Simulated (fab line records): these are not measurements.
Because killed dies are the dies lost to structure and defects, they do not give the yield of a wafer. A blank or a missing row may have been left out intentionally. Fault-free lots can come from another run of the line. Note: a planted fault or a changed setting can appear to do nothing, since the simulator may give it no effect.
A struck lot beside a sound one + flow sky130 + 15 out of 708 route steps
Sound: these wafers, L103.2, L103.3, L103.5. Wafers struck: L102.2, L102.3, L102.6. The cause is named last.
Each step with rows lists, per side, the tool, then ch with its chambers, then its first start. Under that, the readings that differ: sound wafers + struck wafers + difference of the means + sigmas: that difference in standard deviations of wafers without a fault.
alike: readings whose means differ by less than 2 such deviations, and words and numbers that are the same on both sides. not compared: withheld readings, readings that some wafer has no value for, bounds like >300 that may hide the same value, and numbers for which the record gives no deviation and whose values overlap.
The two part at a step that has a row with sigmas, a row that says differs or no value, or rows on one side only. Non-overlapping numbers with no deviation appear without sigmas and do not part them. Lack of a reading on every wafer of one side parts them only where that side has two or more wafers.

SKY_SPACER_ETCHBACK_02: etches Si3N4 in CH3F/O2, stops on SiO2, time 46.7 s, target depth 45 nm.
  sound on rie_diel-04 ch 2,3, day 29 17:59; struck on rie_diel-02 ch 2,3, day 29 14:31
  alike: drypump_motor_current_A, oes_product_au, rf_fwd_power_W, throttle_valve_pct
  not compared: rf_hours_counter_h
then, 8 steps without rows for these wafers: SKY_POLY_CUT_DEHYDRATE_00 (time 60 s); SKY_POLY_CUT_HMDS_01 (prime time 60 s); SKY_POLY_CUT_COAT_02 (resist thk 60 nm); SKY_POLY_CUT_COAT_03 (resist thk 450 nm); SKY_POLY_CUT_SOFTBAKE_04 (time 90 s); SKY_POLY_CUT_EXPOSE_05 (exposes mask NPCM, target cd 270 nm); SKY_POLY_CUT_PEB_06; SKY_POLY_CUT_DEVELOP_07 (develop time 60 s).
SKY_POLY_CUT_CD_MEAS_08: target cd 270 nm.
  sound on cd_sem-02 at day 30 21:07; struck on cd_sem-02 at day 30 18:12
  alike: cd_nm
SKY_POLY_CUT_OVL_MEAS_09:
  sound on overlay-01 at day 30 21:14; struck on overlay-01 at day 30 18:19
  alike: POLY_CUT_OVL
SKY_POLY_CUT_ETCH_10: etches BARC in N2/H2, stops on SiO2, time 45.9 s, target depth 60 nm.
  sound on rie_diel-01 ch 1,3, day 30 21:16; struck on rie_diel-04 ch 1,3, day 30 18:20
  alike: bias_w, chamber_pressure_mTorr, drypump_motor_current_A, n2_flow_sccm, oes_product_au, rf_fwd_power_W, throttle_valve_pct
  not compared: rf_hours_counter_h
SKY_POLY_CUT_ETCH_11: etches Si3N4 in CF4/CH2F2/Ar, stops on poly-Si, time 42.5 s, target depth 60 nm.
  sound on rie_diel-01 ch 1,3, day 30 21:18; struck on rie_diel-04 ch 1,3, day 30 18:23
  no value came back on the struck wafers for any of 6 readings (bias_w (W), cf4_flow_sccm (sccm) and others); on the sound wafers bias_w (W) reads 150.3 149.8 150.7
  not compared: rf_hours_counter_h
SKY_POLY_CUT_STRIP_12: strips in O2/N2.
  sound on plasma_asher-02 ch 0,1, day 30 21:20; struck on plasma_asher-03 ch 1, day 30 18:25
  alike: drypump_motor_current_A, n2_flow_sccm, oes_product_au, strip_time_to_endpoint_s
  not compared: rf_hours_counter_h
-- record jumps: 19 days separate the struck wafers' starts on either side; left off in module POLY_CUT, taken up again in module PAD_OPEN, whose first shown step is the route's number 708 --
SKY_PAD_OPEN_PROBE_99:
  only the struck wafers here have rows in the record (prober-01, day 50 01:43); the sound ones have none

WHERE THEY PART
At SKY_POLY_CUT_ETCH_11 first; at SKY_PAD_OPEN_PROBE_99 last (within this record only).

WHY: what had been put in by the simulator
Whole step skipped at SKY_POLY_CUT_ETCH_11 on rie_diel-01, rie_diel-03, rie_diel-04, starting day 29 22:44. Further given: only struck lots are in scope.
